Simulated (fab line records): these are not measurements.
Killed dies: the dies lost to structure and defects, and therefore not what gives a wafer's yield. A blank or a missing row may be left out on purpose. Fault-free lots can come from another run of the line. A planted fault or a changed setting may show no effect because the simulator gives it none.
Which tool was responsible?	flow gf180mcu	19 wafers from 7 lots sampled at 3 of the route's 602 steps

## WHAT THE GAUGES SHOWED, per wafer
GF_NSD_CD_MEAS_07 targets a cd of 400 nm.
lot	measured	on	cd_nm (nm)
L440	day 13 20:01	cd_sem-01	395.7 395.9 396.8
L442	day 14 10:01	cd_sem-01	395.7 398.2 399.6
L445	day 15 10:44	cd_sem-01	403.1 402.6 401.8
L447	day 16 05:49	cd_sem-01	402.6 400.2 400.7
L452	day 17 21:38	cd_sem-01	396.0 397.5
L456	day 19 15:09	cd_sem-02	403.3 402.1
L459	day 20 11:42	cd_sem-01	401.4 401.6 400.1

## TOOL THAT RAN EACH LOT (tool first, then ch and the chambers of the sampled wafers, then the start)
lot	GF_NWELL_COAT_02	GF_NWELL_STRIP_10
L440	litho_track-03 ch 0, day 3 07:50	plasma_asher-03 ch 0,1, day 3 15:21
L442	litho_track-03 ch 0, day 3 16:31	plasma_asher-03 ch 0,1, day 3 23:37
L445	litho_track-03 ch 0, day 4 08:20	plasma_asher-01 ch 0,1, day 4 15:50
L447	litho_track-04 ch 0, day 4 20:08	plasma_asher-03 ch 0,1, day 5 04:03
L452	litho_track-04 ch 0, day 5 21:56	plasma_asher-01 ch 0, day 6 05:29
L456	litho_track-04 ch 0, day 7 00:01	plasma_asher-04 ch 0,1, day 7 08:52
L459	litho_track-01 ch 0, day 7 13:53	plasma_asher-04 ch 0,1, day 7 22:59
- GF_NWELL_COAT_02: resist thk 3000 nm.
- GF_NWELL_STRIP_10: strips in O2/N2.

## THE ANSWER, worked out from the rows above alone
Rule: the usual values come from the lots themselves. Put in order of their means at a reading, lots are off if they are a third of the lots or fewer, leave a main group of 4 or more, and stand apart from it by a gap of 3 or more times the standard deviation of the main group's means; of several such gaps the widest counts. A main group whose means are all the same, to the digits that the tables above print for the reading, isn't used. Also off: a lot with no number at a reading for which 4 or more lots have one. The other lots that the step has rows for count as sound.
No lot is off on any of the readings shown, so nothing can be concluded from this.

## WHAT THE SIMULATOR HAD INSERTED
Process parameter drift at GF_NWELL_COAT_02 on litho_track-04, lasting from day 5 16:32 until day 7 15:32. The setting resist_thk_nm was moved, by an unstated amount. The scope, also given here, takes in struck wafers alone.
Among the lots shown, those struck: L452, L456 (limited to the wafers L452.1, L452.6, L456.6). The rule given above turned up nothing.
